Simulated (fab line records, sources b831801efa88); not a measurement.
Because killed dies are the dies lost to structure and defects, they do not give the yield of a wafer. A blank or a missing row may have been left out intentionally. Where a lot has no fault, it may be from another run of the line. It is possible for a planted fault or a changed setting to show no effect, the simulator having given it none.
Code-filled problem report in 8D (eight disciplines) form / flow sky130 / the parts of the form that need people (team, actions taken, sign-off) are left out

## 1. PROBLEM STATEMENT
Mean of developer temp C at SKY_LDD_LDN_DEVELOP_06: 22.03 C across 6 wafers in 2 lots; on wafers with no fault it is 22.98 C (standard deviation 0.11). Relative to the usual mean, that is a shift of -8.6 standard deviations.
The step: develop time 60 s.
First observed at day 27 23:45: wafer L541.1, on litho track-01. Wafers with a number at this step in the record: 42, from 14 lots. By rule, "out" or "out of limits" means more than 4 standard deviations away from the usual mean. All remaining wafers that have a number are taken as sound.

## 2. WHAT THIS IS AND IS NOT
question=which readings at this step | is=developer temp C | is not=-
question=which lots | is=L541, L543 | is not=L527, L528, L529, L531, L532, L533, L534, L535, L536, L538, L540, L549
question=which wafers of those lots | is=all that have a number | is not=-
question=read on which tools | is=litho track-01 | is not=litho track-02, litho track-03
question=when | is=from day 27 23:45 | is not=up to then (33 sound wafers); but 3 sound wafers of L549 came after

## 3. SUSPECTS, AND WHAT RULES EACH OUT
Counting: a tool stays on the suspect list if, at a process step up to the reading, it processed all lots that are out and no sound lot following the first of them.
- litho track-01 at SKY_LDD_LDN_DEVELOP_06 (develop time 60 s): kept. Every lot that is out went through it, starting with L541 (day 27 23:45), and after that it ran no sound lot; the last sound lot it ran before then is L538 (day 27 07:48). Out on those wafers are its own readings of developer temp C.
Left after counting: litho track-01 at SKY_LDD_LDN_DEVELOP_06.

## 4. THE CAUSE (what the simulator had put in)
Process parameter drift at SKY_LDD_LDN_DEVELOP_06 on litho track-01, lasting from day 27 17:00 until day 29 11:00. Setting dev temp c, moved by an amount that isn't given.
Only this tool survived the counting.

## 5. THE CHAIN OF EFFECTS, in route order
One row per reading whose mean, taken over the struck wafers that have a number, lies over 3 standard deviations from the usual. Readings are gone through only where the record gives a usual standard deviation; hours: the median, over the lots, of the time from a lot's start at the first step in this table giving one to that lot's start at this step; sigmas: the change measured in usual standard deviations.
hours=0; step=SKY_LDD_LDN_DEVELOP_06; reading=developer temp C; usual=22.98 C; on struck wafers=22.03; change=-0.95; sigmas=-8.6
Its process steps:
- SKY_LDD_LDN_DEVELOP_06: develop time 60 s.
Later steps that measure or inspect, where all struck wafers having a row at the step show a number for every such reading and not one has moved that far: SKY_LDD_LDN_OVL_MEAS_07, SKY_SPACER_THK_MEAS_01.

## 6. HOW IT WOULD HAVE BEEN CAUGHT EARLIER
In this record no reading fell out of limits until day 27 23:45, 7 hours after the fault had begun at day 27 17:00.
